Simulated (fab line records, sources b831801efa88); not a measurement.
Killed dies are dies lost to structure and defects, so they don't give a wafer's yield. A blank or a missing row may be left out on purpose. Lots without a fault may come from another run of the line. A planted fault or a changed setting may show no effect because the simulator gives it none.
Which tool did it? | flow sky130 | 7 lots, 21 wafers sampled, at 1 step of a route of 708

WHAT THE GAUGES READ, wafer by wafer
SKY_SD_N_TW_MEAS_12.
lot  | measured     | on            | SD_N_TW
L258 | day 28 11:11 | film_metro-01 | 4001 4004 3989
L260 | day 30 09:20 | film_metro-04 | 3992 3984 3976
L268 | day 31 23:34 | film_metro-04 | 3949 3930 3941
L271 | day 33 10:42 | film_metro-04 | 3989 3956 3959
L273 | day 34 00:32 | film_metro-02 | 3983 3979 3971
L275 | day 34 07:14 | film_metro-04 | 3970 3981 3992
L277 | day 34 21:19 | film_metro-01 | 3999 4006 3985

WHICH TOOL RAN EACH LOT (tool, then ch and the chambers of the sampled wafers, then the start)
The record holds no process step before these readings.

THE ANSWER, worked out from the rows above alone
Rule: what is usual is taken from the lots themselves. Put in order of their means at a reading, lots are off if they are a third of the lots or fewer, leave a main group of 4 or more, and stand apart from it by a gap of 3 or more times the standard deviation of the main group's means; of several such gaps the widest counts. A main group whose means are all the same, to the digits that the tables above print for the reading, isn't used. A lot without any number at a reading at which 4 lots or more have one is off too. The other lots that the step has rows for count as sound.
No lot is off at any reading shown: from this, nothing can be told.

WHAT THE SIMULATOR HAD PUT IN
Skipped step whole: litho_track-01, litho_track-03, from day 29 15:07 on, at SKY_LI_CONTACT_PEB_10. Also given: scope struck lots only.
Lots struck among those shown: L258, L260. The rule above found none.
